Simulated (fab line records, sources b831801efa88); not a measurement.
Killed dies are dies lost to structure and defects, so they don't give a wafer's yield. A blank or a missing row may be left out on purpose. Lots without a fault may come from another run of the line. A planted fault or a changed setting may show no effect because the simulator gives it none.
Problem report in the 8D (eight disciplines) form, filled by code | flow gf180mcu | the parts of the form that need people (team, actions taken, sign-off) are left out

1. THE PROBLEM
POLY_GATE_CVD_00_THK at GF_POLY_GATE_THK_MEAS_01 reads a mean of 265.4 nm on 6 wafers of 2 lots; wafers without a fault read 200.6 nm with a standard deviation of 1.9. That is +34 standard deviations from the usual mean.
First seen on wafer L439.2, day 11 21:02, on film_metro-03. The record holds 42 wafers of 14 lots with a number at this step. Rule for "out", or "out of limits": more than 4 standard deviations from the usual mean. The other wafers with a number count as sound.

2. WHAT IT IS AND WHAT IT IS NOT
question                    | is                           | is not
which readings at this step | POLY_GATE_CVD_00_THK         | -
which lots                  | L439, L440                   | L428, L429, L430, L431, L432, L433, L434, L436, L442, L447, L450, L451
which wafers of those lots  | all that have a number       | -
read on which gauges        | film_metro-02, film_metro-03 | film_metro-01
when                        | from day 11 21:02            | up to then (24 sound wafers); but 12 sound wafers of L442, L447, L450, L451 came after

3. SUSPECTS, AND WHAT RULES EACH OUT
Counting: a tool at a process step up to the reading stays a suspect if it ran every lot that is out and no sound lot after the first of them.
- the gauge at GF_POLY_GATE_THK_MEAS_01: ruled out. The wafers that are out were read on 2 gauges (film_metro-02, film_metro-03).
- lpcvd-02 at GF_POLY_GATE_CVD_00 (deposits poly-Si, target thk 200 nm, time 1200 s): ruled out as a lasting fault. Sound lots L450, L451 ran on it after its first lot that is out, L439 (day 11 19:41).
Left after counting: nothing in the record.

4. THE CAUSE (what the simulator had put in)
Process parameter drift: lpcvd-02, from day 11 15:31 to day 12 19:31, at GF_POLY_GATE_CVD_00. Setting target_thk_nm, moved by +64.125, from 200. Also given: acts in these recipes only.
Counting ruled it out, wrongly: the rule takes a fault to strike every lot that its tool runs from its start on, and this one did not.

5. THE CHAIN OF EFFECTS, in route order
Each row: a reading whose mean over the struck wafers that have a number lies more than 3 standard deviations from the usual. Only readings for which the record gives a usual standard deviation are gone through. hours: the time from each lot's start at the first step in this table that gives one to its start at this step, as a median over the lots. sigmas: the change in usual standard deviations.
hours | step                     | reading              | usual    | on struck wafers | change | sigmas
0     | GF_POLY_GATE_THK_MEAS_01 | POLY_GATE_CVD_00_THK | 200.6 nm | 265.4            | +64.8  | +34
Later measuring or inspecting steps at which every struck wafer that the step has a row for has a number for every such reading, and none has moved that far: GF_SALICIDE_THK_MEAS_05, GF_CONTACT_THK_MEAS_26.

6. WHAT WOULD HAVE CAUGHT IT SOONER
In this record the first reading out of limits at a measuring or inspecting step was taken at day 11 21:02, 6 hours after the fault began at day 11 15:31.
